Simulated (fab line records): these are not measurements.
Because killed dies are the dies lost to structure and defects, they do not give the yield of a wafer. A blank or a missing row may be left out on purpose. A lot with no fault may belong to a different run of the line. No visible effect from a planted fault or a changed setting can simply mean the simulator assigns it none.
What tool caused it? / flow sky130 / 42 wafers from 14 lots sampled at 4 of the route's 708 steps

## WHAT THE GAUGES SHOWED, per wafer
SKY_FIELD_ISO_BOW_MEAS_00. Usual: INCOMING_BOW gives 0 um (standard deviation 6.7).
lot=L243; measured=day 1 10:00; on=film_metro-03; INCOMING_BOW (um)=5 7 13; flag=
lot=L246; measured=day 2 01:00; on=film_metro-02; INCOMING_BOW (um)=-2 1 -3; flag=
lot=L247; measured=day 2 06:01; on=film_metro-01; INCOMING_BOW (um)=5 15 2; flag=
lot=L248; measured=day 2 11:02; on=film_metro-01; INCOMING_BOW (um)=-5 0 -6; flag=
lot=L249; measured=day 2 16:02; on=film_metro-01; INCOMING_BOW (um)=-7 8 2; flag=
lot=L250; measured=day 2 21:00; on=film_metro-03; INCOMING_BOW (um)=1 2 -7; flag=
lot=L252; measured=day 3 07:00; on=film_metro-03; INCOMING_BOW (um)=-2 6 2; flag=
lot=L253; measured=day 3 12:02; on=film_metro-01; INCOMING_BOW (um)=-10 4 -10; flag=
lot=L254; measured=day 3 17:01; on=film_metro-02; INCOMING_BOW (um)=-2 0 -3; flag=
lot=L256; measured=day 4 03:02; on=film_metro-01; INCOMING_BOW (um)=-6 0 7; flag=
lot=L257; measured=day 4 08:00; on=film_metro-03; INCOMING_BOW (um)=3 1 -6; flag=
lot=L259; measured=day 4 18:00; on=film_metro-02; INCOMING_BOW (um)=-6 0 -12; flag=
lot=L261; measured=day 5 04:02; on=film_metro-01; INCOMING_BOW (um)=-3 -4 -3; flag=
lot=L264; measured=day 5 19:00; on=film_metro-02; INCOMING_BOW (um)=15 1 -1; flag=

SKY_FIELD_ISO_THK_MEAS_04. Usual: FIELD_ISO_CVD_03_THK gives 166.3 nm (standard deviation 1.5).
lot=L243; measured=day 1 13:29; on=film_metro-02; FIELD_ISO_CVD_03_THK (nm)=166.1 164.8 166.0; flag=
lot=L246; measured=day 2 10:52; on=film_metro-03; FIELD_ISO_CVD_03_THK (nm)=168.8 168.3 169.2; flag=
lot=L247; measured=day 2 14:55; on=film_metro-03; FIELD_ISO_CVD_03_THK (nm)=167.4 168.0 167.1; flag=
lot=L248; measured=day 2 14:56; on=film_metro-01; FIELD_ISO_CVD_03_THK (nm)=165.3 165.3 166.7; flag=
lot=L249; measured=day 2 19:30; on=film_metro-02; FIELD_ISO_CVD_03_THK (nm)=168.8 168.3 167.5; flag=
lot=L250; measured=day 3 02:40; on=film_metro-02; FIELD_ISO_CVD_03_THK (nm)=167.6 167.6 167.0; flag=
lot=L252; measured=day 3 11:13; on=film_metro-03; FIELD_ISO_CVD_03_THK (nm)=167.6 165.9 167.6; flag=
lot=L253; measured=day 3 15:36; on=film_metro-01; FIELD_ISO_CVD_03_THK (nm)=165.6 164.3 165.3; flag=
lot=L254; measured=day 3 21:49; on=film_metro-03; FIELD_ISO_CVD_03_THK (nm)=167.3 167.0 168.2; flag=
lot=L256; measured=day 4 09:50; on=film_metro-03; FIELD_ISO_CVD_03_THK (nm)=165.6 165.4 164.9; flag=
lot=L257; measured=day 4 12:50; on=film_metro-02; FIELD_ISO_CVD_03_THK (nm)=165.8 164.5 165.7; flag=
lot=L259; measured=day 5 01:19; on=film_metro-02; FIELD_ISO_CVD_03_THK (nm)=165.5 165.3 166.9; flag=
lot=L261; measured=day 5 08:26; on=film_metro-02; FIELD_ISO_CVD_03_THK (nm)=164.5 164.7 166.0; flag=
lot=L264; measured=day 6 00:05; on=film_metro-01; FIELD_ISO_CVD_03_THK (nm)=168.4 166.6 170.1; flag=

SKY_PWDE_OVL_MEAS_07. Usual: PWDE_OVL gives -0.5 nm (standard deviation 1.4).
lot=L243; measured=day 3 21:58; on=overlay-01; PWDE_OVL (nm)=-0.3 1.0 0.4; flag=
lot=L246; measured=day 4 18:49; on=overlay-02; PWDE_OVL (nm)=0.8 1.2 -0.9; flag=
lot=L247; measured=day 4 21:16; on=overlay-01; PWDE_OVL (nm)=0.0 -0.8 1.1; flag=
lot=L248; measured=day 4 20:53; on=overlay-02; PWDE_OVL (nm)=-0.2 1.0 0.8; flag=
lot=L249; measured=day 5 05:17; on=overlay-01; PWDE_OVL (nm)=-1.7 -1.9 -0.5; flag=
lot=L250; measured=day 5 15:46; on=overlay-01; PWDE_OVL (nm)=-1.7 -0.4 -2.3; flag=
lot=L252; measured=day 5 23:19; on=overlay-01; PWDE_OVL (nm)=-0.5 -0.7 0.4; flag=
lot=L253; measured=day 6 00:53; on=overlay-01; PWDE_OVL (nm)=-0.1 0.3 3.4; flag=
lot=L254; measured=day 6 07:49; on=overlay-02; PWDE_OVL (nm)=2.6 2.3 1.5; flag=
lot=L256; measured=day 6 22:14; on=overlay-01; PWDE_OVL (nm)=0.4 0.3 -0.7; flag=
lot=L257; measured=day 7 03:28; on=overlay-01; PWDE_OVL (nm)=-0.4 -2.1 -1.5; flag=
lot=L259; measured=day 7 17:25; on=overlay-01; PWDE_OVL (nm)=-1.5 -3.6 -1.2; flag=
lot=L261; measured=day 7 23:11; on=overlay-01; PWDE_OVL (nm)=-2.0 -1.6 0.4; flag=
lot=L264; measured=day 9 13:40; on=overlay-01; PWDE_OVL (nm)=-0.3 0.9 -0.9; flag=

## TOOL THAT RAN EACH LOT (tool first, then ch and the chambers of the sampled wafers, then the start)
lot=L243; SKY_FIELD_ISO_EXPOSE_10=krf_scanner-01 ch 0, day 1 20:23
lot=L246; SKY_FIELD_ISO_EXPOSE_10=krf_scanner-02 ch 0, day 2 19:11
lot=L247; SKY_FIELD_ISO_EXPOSE_10=krf_scanner-01 ch 0, day 2 23:56
lot=L248; SKY_FIELD_ISO_EXPOSE_10=krf_scanner-02 ch 0, day 2 23:43
lot=L249; SKY_FIELD_ISO_EXPOSE_10=krf_scanner-02 ch 0, day 3 04:07
lot=L250; SKY_FIELD_ISO_EXPOSE_10=krf_scanner-02 ch 0, day 3 10:13
lot=L252; SKY_FIELD_ISO_EXPOSE_10=krf_scanner-01 ch 0, day 3 19:59
lot=L253; SKY_FIELD_ISO_EXPOSE_10=krf_scanner-01 ch 0, day 3 22:03
lot=L254; SKY_FIELD_ISO_EXPOSE_10=krf_scanner-02 ch 0, day 4 04:53
lot=L256; SKY_FIELD_ISO_EXPOSE_10=krf_scanner-01 ch 0, day 4 18:31
lot=L257; SKY_FIELD_ISO_EXPOSE_10=krf_scanner-02 ch 0, day 4 21:29
lot=L259; SKY_FIELD_ISO_EXPOSE_10=krf_scanner-01 ch 0, day 5 10:28
lot=L261; SKY_FIELD_ISO_EXPOSE_10=krf_scanner-01 ch 0, day 5 17:01
lot=L264; SKY_FIELD_ISO_EXPOSE_10=krf_scanner-01 ch 0, day 6 08:45
- SKY_FIELD_ISO_EXPOSE_10: exposes mask FOM, target cd 150 nm.

## WHAT THE TOOLS THEMSELVES READ (means of the sampled wafers that have a number; where no wafer has one, the mark that the record gives instead)
SKY_FIELD_ISO_EXPOSE_10. Usual: 27.989 for exposure_dose_mJ_cm2, sd 0.027.
lot=L243 tool=krf_scanner-01 exposure_dose_mJ_cm2=28.018 flag=
lot=L246 tool=krf_scanner-02 exposure_dose_mJ_cm2=28.028 flag=
lot=L247 tool=krf_scanner-01 exposure_dose_mJ_cm2=28.015 flag=
lot=L248 tool=krf_scanner-02 exposure_dose_mJ_cm2=27.994 flag=
lot=L249 tool=krf_scanner-02 exposure_dose_mJ_cm2=27.977 flag=
lot=L250 tool=krf_scanner-02 exposure_dose_mJ_cm2=28.005 flag=
lot=L252 tool=krf_scanner-01 exposure_dose_mJ_cm2=28.001 flag=
lot=L253 tool=krf_scanner-01 exposure_dose_mJ_cm2=27.960 flag=
lot=L254 tool=krf_scanner-02 exposure_dose_mJ_cm2=27.855 flag=OFF
lot=L256 tool=krf_scanner-01 exposure_dose_mJ_cm2=27.966 flag=
lot=L257 tool=krf_scanner-02 exposure_dose_mJ_cm2=27.786 flag=OFF
lot=L259 tool=krf_scanner-01 exposure_dose_mJ_cm2=28.022 flag=
lot=L261 tool=krf_scanner-01 exposure_dose_mJ_cm2=27.987 flag=
lot=L264 tool=krf_scanner-01 exposure_dose_mJ_cm2=27.951 flag=

## THE ANSWER, worked out from the rows above alone
Rule: take the mean of a lot's wafers that have a number; if it is more than 3 standard deviations from the usual mean, the lot is off. A lot without any number at a reading at which 4 lots or more have one is off too. Any other lot the step has rows for is counted as sound. Order of review: gauges by route order, followed by the tools' own readings, for which a lot's mean as printed above is used. The first step at which some lot is off is used, and at that step the reading that is off furthest; a lot without a number counts as furthest.
Off: L254, L257 (SKY_FIELD_ISO_EXPOSE_10, exposure_dose_mJ_cm2).
A tool fits if, at that step or a process step before it, it ran every lot that is off, and no sound lot after the first of them. One candidate fits, namely krf_scanner-02 at SKY_FIELD_ISO_EXPOSE_10. A fault onset in the window from L250 (day 3 10:13, its last sound lot) to L254 (day 4 04:53, its first lot off) fits.
The tool's own readings at SKY_FIELD_ISO_EXPOSE_10 bear it out: on the lots that are off they differ by more than 5 times the standard deviation of the sound lots' means. exposure_dose_mJ_cm2 reads 27.821 there against 27.994 on the sound lots.

## WHAT THE SIMULATOR HAD PUT IN
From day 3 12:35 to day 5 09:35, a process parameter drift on krf_scanner-02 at SKY_FIELD_ISO_EXPOSE_10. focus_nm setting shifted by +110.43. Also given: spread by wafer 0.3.
Shown lots that were struck: L254, L257. The rule above found the same.
